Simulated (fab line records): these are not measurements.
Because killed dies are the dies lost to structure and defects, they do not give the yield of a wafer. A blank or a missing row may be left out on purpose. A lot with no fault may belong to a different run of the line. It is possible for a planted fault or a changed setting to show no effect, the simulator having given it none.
fab line records	flow gf180mcu
record: lots: 24	wafers: 72	last_day: 34
route steps=602 shown V1@352 V2@383 V3@447 MIM@513 M5@537
lots that met no fault: from a run of the same line without faults
start_h: hours from the record's first day to the start of the lot's first wafer shown	wait_h: time in hours since the lot's previous step	" as in the row above	L1.1+2: a single row standing in for several wafers	- either no value or no given start	* or withheld: withheld	< > ~ a bound
route shown NAME@n: NAME is a module with steps in the file, n the number in the route of the first one	usual: the fault-free wafers' mean and standard deviation	same: alike in all rows	chamber/n: place in a boat	sites: per-site readings	_std_site: the values' standard deviation	_edge_site: the outer-site mean with the inner-site mean subtracted	radius_mm: for every site, how far away it sits from the centre of the wafer	mask NAME#n: copy n	behind: the last tool/chamber to shape the wafer	hold: cause of the lot's hold/its duration in hours/its outcome	device: whichever transistor did not switch (one of n, p or np)	end of line: tests run on the same wafers once the route is complete	for a step that has no rows: nothing shown but its recipe	killed: not the wafer's yield, but the dies lost to structure and defects at the first sort	map: per-die view of a wafer (x killed, . not killed, _ where there is no die)
set.NAME: setting as actually run; set.NAME@STEP: the setting as run at that earlier step	model.NAME: the simulator's own value behind a step, which no gauge read
route steps across a sampled set of lots; one table per step, one row per wafer
services: when a tool's chamber went out of use (start_h, in hours from the record's first day, below 0 if earlier), for how many hours, and the reason
== steps ==
step: GF_V1_ETCH_17
recipe: chemistry: C4F8/O2/Ar	mask_material: KrF	target: SiO2	stop_on: TiN	source_w: 1500	bias_w: 1200	pressure_mtorr: 40	c4f8_flow_sccm: withheld	O2_flow_sccm: 6	Ar_flow_sccm: 300	time_s: withheld	target_depth_a: 6300
usual: oes_product_au: 0.856/0.0044
lot.wafer	tool	chamber	start_h	wait_h	oes_product_au
L074.2	rie_diel-02	3	-	-	0.852
L074.5	"	3	"	"	0.857
L074.6	"	0	"	"	0.851
L075.1	rie_diel-01	0	-	-	0.857
L075.2	"	2	"	"	0.853
L075.4	"	1	"	"	0.859
L076.2	rie_diel-03	0	-	-	0.858
L076.3	"	3	"	"	0.859
L076.4	"	1	"	"	0.857
L077.2	rie_diel-03	1	-	-	0.857
L077.3	"	2	"	"	0.856
L077.6	"	2	"	"	0.855
L078.3	rie_diel-01	1	-	-	0.857
L078.4	"	3	"	"	0.860
L078.5	"	3	"	"	0.858
L079.1	rie_diel-01	2	-	-	0.856
L079.4	"	0	"	"	0.856
L079.5	"	3	"	"	0.857
L080.2	rie_diel-01	0	-	-	0.855
L080.3	"	2	"	"	0.858
L080.4	"	1	"	"	0.861
L081.3	rie_diel-01	1	-	-	0.845
L081.4	"	2	"	"	0.859
L081.6	"	1	"	"	0.863
L082.3	rie_diel-03	2	-	-	0.859
L082.4	"	1	"	"	0.858
L082.5	"	3	"	"	0.851
L083.1	rie_diel-01	0	-	-	0.845
L083.2	"	3	"	"	0.860
L083.6	"	2	"	"	0.859
L084.1	rie_diel-01	2	-	-	0.859
L084.2	"	0	"	"	0.846
L084.5	"	2	"	"	0.853
L085.1	rie_diel-01	2	-	-	0.854
L085.3	"	1	"	"	0.854
L085.6	"	1	"	"	0.856
L086.2	rie_diel-02	2	-	-	0.853
L086.4	"	0	"	"	0.859
L086.6	"	1	"	"	0.857
L087.1	rie_diel-02	1	-	-	0.863
L087.4	"	2	"	"	0.851
L087.6	"	3	"	"	0.858
L088.1	rie_diel-01	1	-	-	0.857
L088.3	"	2	"	"	0.864
L088.6	"	0	"	"	0.852
L089.2	rie_diel-02	0	-	-	0.853
L089.4	"	1	"	"	0.853
L089.5	"	3	"	"	0.855
L090.2	rie_diel-02	2	-	-	0.860
L090.3	"	1	"	"	0.855
L090.6	"	3	"	"	0.858
L091.1	rie_diel-03	1	-	-	0.862
L091.4	"	2	"	"	0.854
L091.5	"	2	"	"	0.855
L092.1	rie_diel-03	3	-	-	0.864
L092.4	"	1	"	"	0.857
L092.6	"	3	"	"	0.862
L094.1	rie_diel-02	3	-	-	0.859
L094.2	"	1	"	"	0.854
L094.5	"	0	"	"	0.854
L093.1	rie_diel-03	3	-	-	0.850
L093.2	"	0	"	"	0.859
L093.3	"	1	"	"	0.853
L095.3	rie_diel-03	1	-	-	0.860
L095.5	"	0	"	"	0.858
L095.6	"	1	"	"	0.850
L096.2	rie_diel-01	0	-	-	0.860
L096.3	"	2	"	"	0.861
L096.6	"	1	"	"	0.859
L097.2	rie_diel-01	1	-	-	0.854
L097.3	"	3	"	"	0.854
L097.6	"	3	"	"	0.863
step: GF_V2_THK_MEAS_01
recipe: reads: SiO2_of_V2_CVD_00
usual: V2_CVD_00_THK: 600/6.1
lot.wafer	tool	chamber	start_h	wait_h	V2_CVD_00_THK[nm]
L074.2	film_metro-01	-	439.86	0.0	602
L074.5	"	-	"	"	604
L074.6	"	-	"	"	608
L075.1	film_metro-04	-	450.06	0.0	604
L075.2	"	-	"	"	598
L075.4	"	-	"	"	602
L076.2	film_metro-04	-	461.45	0.0	604
L076.3	"	-	"	"	595
L076.4	"	-	"	"	601
L077.2	film_metro-04	-	466.47	0.1	603
L077.3	"	-	"	"	604
L077.6	"	-	"	"	603
L078.3	film_metro-01	-	480.98	0.1	595
L078.4	"	-	"	"	601
L078.5	"	-	"	"	599
L079.1	film_metro-01	-	485.75	0.0	595
L079.4	"	-	"	"	599
L079.5	"	-	"	"	594
L080.2	film_metro-02	-	495.21	0.0	591
L080.3	"	-	"	"	601
L080.4	"	-	"	"	592
L081.3	film_metro-01	-	507.27	0.1	602
L081.4	"	-	"	"	607
L081.6	"	-	"	"	601
L082.3	film_metro-01	-	513.22	0.1	583
L082.4	"	-	"	"	583
L082.5	"	-	"	"	599
L083.1	film_metro-04	-	521.18	0.0	599
L083.2	"	-	"	"	602
L083.6	"	-	"	"	607
L084.1	film_metro-02	-	536.68	0.0	603
L084.2	"	-	"	"	598
L084.5	"	-	"	"	601
L085.1	film_metro-01	-	541.03	0.0	606
L085.3	"	-	"	"	605
L085.6	"	-	"	"	603
L086.2	film_metro-04	-	542.79	0.0	593
L086.4	"	-	"	"	596
L086.6	"	-	"	"	594
L087.1	film_metro-01	-	549.40	0.0	600
L087.4	"	-	"	"	602
L087.6	"	-	"	"	605
L088.1	film_metro-04	-	562.74	0.0	605
L088.3	"	-	"	"	602
L088.6	"	-	"	"	606
L089.2	film_metro-02	-	570.02	0.0	599
L089.4	"	-	"	"	599
L089.5	"	-	"	"	602
L090.2	film_metro-02	-	584.28	0.0	604
L090.3	"	-	"	"	609
L090.6	"	-	"	"	610
L091.1	film_metro-01	-	598.83	0.0	593
L091.4	"	-	"	"	600
L091.5	"	-	"	"	597
L092.1	film_metro-02	-	611.97	0.0	607
L092.4	"	-	"	"	619
L092.6	"	-	"	"	607
L094.1	film_metro-02	-	615.22	0.0	601
L094.2	"	-	"	"	600
L094.5	"	-	"	"	601
L093.1	film_metro-01	-	615.82	0.0	603
L093.2	"	-	"	"	609
L093.3	"	-	"	"	603
L095.3	film_metro-04	-	618.36	0.1	595
L095.5	"	-	"	"	601
L095.6	"	-	"	"	589
L096.2	film_metro-02	-	632.49	0.0	596
L096.3	"	-	"	"	605
L096.6	"	-	"	"	597
L097.2	film_metro-02	-	636.26	0.0	594
L097.3	"	-	"	"	595
L097.6	"	-	"	"	587
step: GF_V2_STRIP_18
recipe: chemistry: O2/N2	power_w: 1400	pressure_mtorr: 1500	platen_temp_c: 250	o2_flow_sccm: 3000	n2_flow_sccm: 300	overash_fraction: 0.5
usual: drypump_motor_current_A: 5.7/0.52	heater_power_w: 338/28	oes_product_au: 0.592/0.0046
lot.wafer	tool	chamber	start_h	wait_h	drypump_motor_current_A	heater_power_w	oes_product_au	rf_hours_counter_h
L074.2	plasma_asher-01	1	464.85	-	5.6	399	0.594	3
L074.5	"	0	"	"	6.7	333	0.592	-
L074.6	"	1	"	"	5.6	383	0.593	-
L075.1	plasma_asher-01	0	474.69	-	6.7	330	0.592	4
L075.2	"	1	"	"	5.6	393	0.595	4
L075.4	"	1	"	"	5.6	382	0.591	-
L076.2	plasma_asher-03	0	486.58	-	5.5	305	0.599	38
L076.3	"	1	"	"	5.1	332	0.593	-
L076.4	"	0	"	"	5.5	310	0.588	-
L077.2	plasma_asher-03	1	490.92	-	5.1	330	0.594	38
L077.3	"	0	"	"	5.5	310	0.591	-
L077.6	"	0	"	"	5.5	305	0.595	-
L078.3	plasma_asher-02	1	505.61	-	5.4	323	0.599	-
L078.4	"	0	"	"	5.6	333	0.603	-
L078.5	"	1	"	"	5.4	317	0.596	-
L079.1	plasma_asher-02	1	510.02	-	5.4	316	0.585	90
L079.4	"	1	"	"	5.4	332	0.585	-
L079.5	"	1	"	"	5.4	320	0.591	-
L080.2	plasma_asher-01	0	519.88	-	6.7	332	0.588	10
L080.3	"	1	"	"	5.6	390	0.582	-
L080.4	"	0	"	"	6.7	338	0.587	-
L081.3	plasma_asher-02	0	531.21	-	5.6	346	0.588	-
L081.4	"	1	"	"	5.4	318	0.599	-
L081.6	"	0	"	"	5.6	339	0.588	-
L082.3	plasma_asher-03	0	537.01	-	5.5	305	0.595	-
L082.4	"	1	"	"	5.1	336	0.591	-
L082.5	"	0	"	"	5.5	306	0.588	-
L083.1	plasma_asher-03	0	545.52	-	5.5	303	0.602	44
L083.2	"	1	"	"	5.0	330	0.600	44
L083.6	"	0	"	"	5.5	313	0.594	-
L084.1	plasma_asher-02	1	559.79	-	5.4	317	0.586	96
L084.2	"	0	"	"	5.6	336	0.593	96
L084.5	"	0	"	"	5.6	336	0.604	-
L085.1	plasma_asher-02	0	563.79	-	5.6	336	0.588	96
L085.3	"	0	"	"	5.6	331	0.601	-
L085.6	"	0	"	"	5.6	332	0.592	-
L086.2	plasma_asher-01	0	566.78	-	6.8	337	0.595	15
L086.4	"	1	"	"	5.6	389	0.595	-
L086.6	"	1	"	"	5.6	383	0.595	-
L087.1	plasma_asher-01	1	572.82	-	5.6	397	0.592	16
L087.4	"	1	"	"	5.6	390	0.587	-
L087.6	"	1	"	"	5.6	396	0.592	-
L088.1	plasma_asher-02	0	585.25	-	5.6	331	0.589	98
L088.3	"	1	"	"	5.4	311	0.578	-
L088.6	"	1	"	"	5.5	322	0.593	-
L089.2	plasma_asher-01	0	592.87	-	6.7	335	0.593	18
L089.4	"	1	"	"	5.6	388	0.593	-
L089.5	"	1	"	"	5.6	398	0.595	-
L090.2	plasma_asher-01	0	606.58	-	6.8	328	0.599	19
L090.3	"	0	"	"	6.8	325	0.602	-
L090.6	"	1	"	"	5.6	394	0.594	-
L091.1	plasma_asher-01	0	620.47	-	6.7	334	0.589	21
L091.4	"	1	"	"	5.6	390	0.592	-
L091.5	"	0	"	"	6.7	326	0.592	-
L092.1	plasma_asher-02	0	633.89	-	5.6	334	0.594	104
L092.4	"	0	"	"	5.6	336	0.586	-
L092.6	"	1	"	"	5.4	320	0.597	-
L094.1	plasma_asher-01	0	636.67	-	6.7	326	0.592	23
L094.2	"	1	"	"	5.6	400	0.587	23
L094.5	"	1	"	"	5.6	392	0.598	-
L093.1	plasma_asher-02	1	637.54	-	5.5	319	0.584	104
L093.2	"	0	"	"	5.6	338	0.590	104
L093.3	"	0	"	"	5.6	333	0.590	-
L095.3	plasma_asher-02	1	639.21	-	5.5	317	0.595	-
L095.5	"	0	"	"	5.6	333	0.591	-
L095.6	"	1	"	"	5.5	323	0.585	-
L096.2	plasma_asher-03	1	653.87	-	5.1	334	0.588	55
L096.3	"	1	"	"	5.1	324	0.586	-
L096.6	"	0	"	"	5.5	304	0.593	-
L097.2	plasma_asher-03	1	656.97	-	5.1	328	0.596	56
L097.3	"	1	"	"	5.1	335	0.597	-
L097.6	"	1	"	"	5.1	337	0.594	-
step: GF_V3_STRIP_18
recipe: chemistry: O2/N2	power_w: 1400	pressure_mtorr: 1500	platen_temp_c: 250	o2_flow_sccm: 3000	n2_flow_sccm: 300	overash_fraction: 0.5
usual: drypump_motor_current_A: 5.9/0.52	heater_power_w: 352/39	oes_product_au: 0.593/0.0048
lot.wafer	tool	chamber	start_h	wait_h	drypump_motor_current_A	heater_power_w	oes_product_au	rf_hours_counter_h
L074.2	plasma_asher-01	0	516.09	-	6.7	334	0.594	9
L074.5	"	1	"	"	5.6	393	0.598	-
L074.6	"	0	"	"	6.7	324	0.592	-
L075.1	plasma_asher-04	0	525.44	-	6.1	309	0.591	70
L075.2	"	1	"	"	5.6	402	0.590	70
L075.4	"	1	"	"	5.6	402	0.592	-
L076.2	plasma_asher-03	1	536.39	-	5.1	338	0.593	43
L076.3	"	0	"	"	5.5	309	0.589	-
L076.4	"	1	"	"	5.1	341	0.584	-
L077.2	plasma_asher-01	1	541.44	-	5.6	389	0.601	12
L077.3	"	0	"	"	6.7	327	0.592	-
L077.6	"	0	"	"	6.7	337	0.592	-
L078.3	plasma_asher-01	1	555.18	-	5.6	386	0.596	-
L078.4	"	0	"	"	6.7	341	0.600	-
L078.5	"	1	"	"	5.6	406	0.590	-
L079.1	plasma_asher-03	0	558.49	-	5.5	310	0.597	45
L079.4	"	0	"	"	5.5	304	0.595	-
L079.5	"	0	"	"	5.5	309	0.595	-
L080.2	plasma_asher-04	0	568.29	-	6.1	313	0.598	75
L080.3	"	0	"	"	6.1	309	0.601	-
L080.4	"	1	"	"	5.6	402	0.592	-
L081.3	plasma_asher-04	1	580.06	-	5.6	404	0.590	-
L081.4	"	0	"	"	6.1	307	0.592	-
L081.6	"	0	"	"	6.1	313	0.588	-
L082.3	plasma_asher-01	1	584.83	-	5.6	391	0.589	-
L082.4	"	0	"	"	6.7	336	0.601	-
L082.5	"	1	"	"	5.6	392	0.582	-
L083.1	plasma_asher-04	0	592.74	-	6.1	304	0.597	77
L083.2	"	1	"	"	5.6	400	0.588	77
L083.6	"	0	"	"	6.1	297	0.593	-
L084.1	plasma_asher-04	0	606.19	-	6.1	306	0.591	79
L084.2	"	1	"	"	5.6	403	0.602	79
L084.5	"	1	"	"	5.6	411	0.590	-
L085.1	plasma_asher-01	0	610.09	-	6.8	328	0.588	20
L085.3	"	0	"	"	6.7	328	0.593	-
L085.6	"	1	"	"	5.6	383	0.597	-
L086.2	plasma_asher-01	1	612.89	-	5.6	394	0.596	20
L086.4	"	0	"	"	6.8	337	0.594	-
L086.6	"	0	"	"	6.7	342	0.593	-
L087.1	plasma_asher-03	0	618.54	-	5.5	304	0.592	51
L087.4	"	1	"	"	5.1	326	0.591	-
L087.6	"	0	"	"	5.5	311	0.597	-
L088.1	plasma_asher-03	0	631.19	-	5.5	301	0.596	53
L088.3	"	1	"	"	5.1	339	0.597	-
L088.6	"	1	"	"	5.1	331	0.593	-
L089.2	plasma_asher-03	1	637.84	-	5.1	330	0.593	53
L089.4	"	1	"	"	5.1	339	0.590	-
L089.5	"	1	"	"	5.1	333	0.596	-
L090.2	plasma_asher-04	0	650.87	-	6.1	309	0.593	83
L090.3	"	0	"	"	6.1	309	0.593	-
L090.6	"	1	"	"	5.6	409	0.589	-
L091.1	plasma_asher-04	0	663.19	-	6.1	307	0.594	84
L091.4	"	0	"	"	6.1	322	0.589	-
L091.5	"	1	"	"	5.6	400	0.596	-
L092.1	plasma_asher-01	1	676.34	-	5.6	402	0.593	28
L092.4	"	1	"	"	5.6	397	0.592	-
L092.6	"	1	"	"	5.6	382	0.600	-
L094.1	plasma_asher-01	0	679.32	-	6.7	330	0.590	28
L094.2	"	1	"	"	5.6	395	0.595	28
L094.5	"	1	"	"	5.6	388	0.590	-
L093.1	plasma_asher-04	0	679.79	-	6.1	310	0.584	86
L093.2	"	1	"	"	5.6	412	0.588	86
L093.3	"	0	"	"	6.1	301	0.590	-
L095.3	plasma_asher-04	0	682.03	-	6.1	304	0.589	-
L095.5	"	0	"	"	6.1	305	0.589	-
L095.6	"	1	"	"	5.6	400	0.594	-
L096.2	plasma_asher-01	1	695.44	-	5.6	401	0.587	30
L096.3	"	1	"	"	5.6	394	0.591	-
L096.6	"	0	"	"	6.7	329	0.592	-
L097.2	plasma_asher-01	0	698.54	-	6.7	335	0.594	30
L097.3	"	0	"	"	6.7	327	0.592	-
L097.6	"	0	"	"	6.7	337	0.589	-
step: GF_MIM_RS_MEAS_10
recipe: thk_meas_gauge: four-point-probe	reads: TiN_of_MIM_SPUTTER_09+AlCu_of_MIM_SPUTTER_08+TiN_of_MIM_SPUTTER_07
usual: MIM_ALCU_RS: 0.1602/0.0015
lot.wafer	tool	chamber	start_h	wait_h	MIM_ALCU_RS[ohm/sq]
L074.2	film_metro-02	-	566.11	0.0	0.1587
L074.5	"	-	"	"	0.1588
L074.6	"	-	"	"	0.1584
L075.1	film_metro-04	-	575.54	0.0	0.1583
L075.2	"	-	"	"	0.1607
L075.4	"	-	"	"	0.1607
L076.2	film_metro-03	-	585.86	0.1	0.1597
L076.3	"	-	"	"	0.1600
L076.4	"	-	"	"	0.1593
L077.2	film_metro-04	-	590.90	0.0	0.1588
L077.3	"	-	"	"	0.1580
L077.6	"	-	"	"	0.1585
L078.3	film_metro-03	-	604.17	0.1	0.1594
L078.4	"	-	"	"	0.1600
L078.5	"	-	"	"	0.1593
L079.1	film_metro-03	-	607.10	0.0	0.1580
L079.4	"	-	"	"	0.1595
L079.5	"	-	"	"	0.1577
L080.2	film_metro-03	-	615.79	0.0	0.1607
L080.3	"	-	"	"	0.1598
L080.4	"	-	"	"	0.1597
L081.3	film_metro-04	-	628.22	0.1	0.1647
L081.4	"	-	"	"	0.1639
L081.6	"	-	"	"	0.1629
L082.3	film_metro-04	-	632.64	0.1	0.1589
L082.4	"	-	"	"	0.1589
L082.5	"	-	"	"	0.1599
L083.1	film_metro-03	-	639.94	0.0	0.1601
L083.2	"	-	"	"	0.1590
L083.6	"	-	"	"	0.1596
L084.1	film_metro-03	-	652.41	0.0	0.1592
L084.2	"	-	"	"	0.1600
L084.5	"	-	"	"	0.1591
L085.1	film_metro-02	-	656.19	0.0	0.1593
L085.3	"	-	"	"	0.1599
L085.6	"	-	"	"	0.1603
L086.2	film_metro-02	-	659.29	0.0	0.1587
L086.4	"	-	"	"	0.1597
L086.6	"	-	"	"	0.1601
L087.1	film_metro-03	-	664.67	0.0	0.1580
L087.4	"	-	"	"	0.1585
L087.6	"	-	"	"	0.1583
L088.1	film_metro-03	-	675.22	0.0	0.1617
L088.3	"	-	"	"	0.1616
L088.6	"	-	"	"	0.1606
L089.2	film_metro-02	-	682.64	0.0	0.1602
L089.4	"	-	"	"	0.1603
L089.5	"	-	"	"	0.1604
L090.2	film_metro-02	-	694.97	0.0	0.1609
L090.3	"	-	"	"	0.1611
L090.6	"	-	"	"	0.1597
L091.1	film_metro-03	-	705.45	0.0	0.1619
L091.4	"	-	"	"	0.1612
L091.5	"	-	"	"	0.1617
L092.1	film_metro-03	-	719.11	0.0	0.1600
L092.4	"	-	"	"	0.1600
L092.6	"	-	"	"	0.1612
L094.1	film_metro-02	-	721.32	0.0	0.1613
L094.2	"	-	"	"	0.1616
L094.5	"	-	"	"	0.1602
L093.1	film_metro-03	-	722.27	0.0	0.1594
L093.2	"	-	"	"	0.1597
L093.3	"	-	"	"	0.1597
L095.3	film_metro-02	-	723.17	0.1	0.1612
L095.5	"	-	"	"	0.1613
L095.6	"	-	"	"	0.1623
L096.2	film_metro-02	-	737.22	0.0	0.1628
L096.3	"	-	"	"	0.1622
L096.6	"	-	"	"	0.1629
L097.2	film_metro-02	-	739.15	0.0	0.1622
L097.3	"	-	"	"	0.1607
L097.6	"	-	"	"	0.1597
step: GF_M5_STRIP_11
recipe: chemistry: O2/N2	power_w: 1400	pressure_mtorr: 1500	platen_temp_c: 250	o2_flow_sccm: 3000	n2_flow_sccm: 300	overash_fraction: 0.5
usual: drypump_motor_current_A: 5.7/0.48	heater_power_w: 344/40	oes_product_au: 0.523/0.0047	strip_time_to_endpoint_s: 7.03/0.044
lot.wafer	tool	chamber	start_h	wait_h	drypump_motor_current_A	heater_power_w	oes_product_au	rf_hours_counter_h	strip_time_to_endpoint_s
L074.2	plasma_asher-04	0	610.00	0.1	6.1	307	0.524	79	7.06
L074.5	"	0	"	"	6.1	310	0.523	-	7.06
L074.6	"	1	"	"	5.6	403	0.517	-	7.06
L075.1	plasma_asher-04	0	619.10	0.1	6.1	313	0.522	80	7.03
L075.2	"	1	"	"	5.6	387	0.520	80	6.96
L075.4	"	1	"	"	5.6	401	0.519	-	7.00
L076.2	plasma_asher-04	1	628.87	0.1	5.6	401	0.522	81	7.00
L076.3	"	1	"	"	5.6	410	0.527	-	7.05
L076.4	"	0	"	"	6.1	310	0.517	-	7.00
L077.2	plasma_asher-04	1	634.04	0.1	5.6	414	0.529	81	7.03
L077.3	"	0	"	"	6.1	300	0.523	-	7.03
L077.6	"	1	"	"	5.6	415	0.523	-	7.05
L078.3	plasma_asher-04	1	646.33	0.1	5.7	398	0.524	-	6.98
L078.4	"	0	"	"	6.1	309	0.523	-	7.04
L078.5	"	0	"	"	6.1	310	0.515	-	6.96
L079.1	plasma_asher-04	1	648.97	0.1	5.6	406	0.516	83	6.96
L079.4	"	1	"	"	5.6	408	0.514	-	6.99
L079.5	"	1	"	"	5.6	398	0.522	-	6.98
L080.2	plasma_asher-01	1	657.07	0.1	5.6	397	0.516	25	6.98
L080.3	"	1	"	"	5.6	399	0.524	-	7.00
L080.4	"	0	"	"	6.8	330	0.518	-	6.99
L081.3	plasma_asher-04	1	668.50	0.1	5.6	410	0.522	-	7.04
L081.4	"	0	"	"	6.1	312	0.524	-	7.04
L081.6	"	0	"	"	6.1	314	0.528	-	7.09
L082.3	plasma_asher-03	0	671.72	0.1	5.5	303	0.532	-	7.06
L082.4	"	1	"	"	5.1	333	0.518	-	6.97
L082.5	"	1	"	"	5.1	331	0.525	-	7.03
L083.1	plasma_asher-03	0	680.77	0.1	5.5	303	0.527	59	7.11
L083.2	"	1	"	"	5.1	327	0.525	59	7.08
L083.6	"	0	"	"	5.5	317	0.522	-	7.10
L084.1	plasma_asher-04	1	691.06	0.1	5.6	401	0.519	87	7.07
L084.2	"	0	"	"	6.1	308	0.518	87	7.01
L084.5	"	1	"	"	5.6	393	0.512	-	7.01
L085.1	plasma_asher-03	0	694.77	0.1	5.5	310	0.525	60	7.09
L085.3	"	1	"	"	5.1	336	0.522	-	7.09
L085.6	"	1	"	"	5.1	328	0.526	-	7.08
L086.2	plasma_asher-04	1	698.37	0.1	5.6	391	0.521	88	7.00
L086.4	"	1	"	"	5.6	400	0.518	-	7.06
L086.6	"	0	"	"	6.1	312	0.519	-	7.02
L087.1	plasma_asher-03	1	702.70	0.1	5.1	337	0.524	61	6.97
L087.4	"	1	"	"	5.1	337	0.523	-	7.03
L087.6	"	1	"	"	5.1	331	0.521	-	7.01
L088.1	plasma_asher-01	1	713.32	0.1	5.6	393	0.525	31	7.09
L088.3	"	0	"	"	6.8	326	0.527	-	7.11
L088.6	"	1	"	"	5.6	393	0.523	-	7.08
L089.2	plasma_asher-03	1	720.30	0.1	5.1	327	0.513	63	7.06
L089.4	"	1	"	"	5.1	329	0.530	-	7.06
L089.5	"	0	"	"	5.5	311	0.517	-	7.02
L090.2	plasma_asher-03	0	732.20	0.1	5.5	304	0.519	64	7.05
L090.3	"	1	"	"	5.1	338	0.520	-	7.00
L090.6	"	0	"	"	5.5	318	0.525	-	7.03
L091.1	plasma_asher-01	1	741.30	0.1	5.6	399	0.527	35	7.05
L091.4	"	0	"	"	6.7	330	0.522	-	7.05
L091.5	"	0	"	"	6.7	339	0.523	-	7.03
L092.1	plasma_asher-04	0	753.82	0.2	6.1	299	0.523	94	7.03
L092.4	"	0	"	"	6.1	309	0.523	-	7.03
L092.6	"	1	"	"	5.6	401	0.529	-	7.04
L094.1	plasma_asher-03	0	754.39	0.1	5.5	311	0.521	67	7.00
L094.2	"	1	"	"	5.1	334	0.519	67	7.05
L094.5	"	0	"	"	5.5	311	0.523	-	6.98
L093.1	plasma_asher-01	0	756.26	0.1	6.8	334	0.514	37	6.99
L093.2	"	1	"	"	5.6	391	0.521	37	7.02
L093.3	"	0	"	"	6.7	328	0.515	-	7.00
L095.3	plasma_asher-03	0	757.13	0.1	5.5	303	0.528	-	7.03
L095.5	"	0	"	"	5.5	306	0.521	-	7.08
L095.6	"	1	"	"	5.1	331	0.528	-	7.11
L096.2	plasma_asher-01	0	770.96	0.1	6.7	336	0.518	39	7.11
L096.3	"	1	"	"	5.6	396	0.526	-	7.08
L096.6	"	0	"	"	6.7	337	0.528	-	7.09
L097.2	plasma_asher-03	0	771.02	0.1	5.5	310	0.517	69	6.97
L097.3	"	1	"	"	5.1	333	0.519	-	6.93
L097.6	"	1	"	"	5.1	331	0.525	-	6.96
== services ==
tool	chamber	start_h	hours	kind
rie_diel-01	1	410.42	2.2	repair
rie_diel-01	-	413.33	1.4	repair
rie_diel-01	3	419.17	10.1	repair
plasma_asher-01	-	421.25	9.0	pm
plasma_asher-04	-	427.98	0.6	repair
plasma_asher-01	-	435.29	1.3	repair
plasma_asher-03	-	444.64	0.5	repair
plasma_asher-03	-	468.14	0.7	repair
plasma_asher-04	-	474.52	2.8	pm
plasma_asher-04	-	482.36	15.6	pm
rie_diel-01	-	484.07	2.2	repair
rie_diel-01	-	504.98	2.8	pm
plasma_asher-01	-	512.36	2.8	pm
plasma_asher-01	-	537.22	1.6	repair
rie_diel-01	1	545.20	23.7	repair
plasma_asher-03	-	611.62	3.3	repair
plasma_asher-01	-	614.20	1.7	repair
plasma_asher-04	-	624.30	3.5	repair
plasma_asher-04	-	694.18	1.5	repair
rie_diel-01	1	706.59	15.3	repair
plasma_asher-03	-	723.51	1.3	repair
rie_diel-01	2	726.49	2.5	repair
rie_diel-01	2	737.33	3.1	repair
plasma_asher-03	-	765.58	2.8	pm
== key ==
fault none
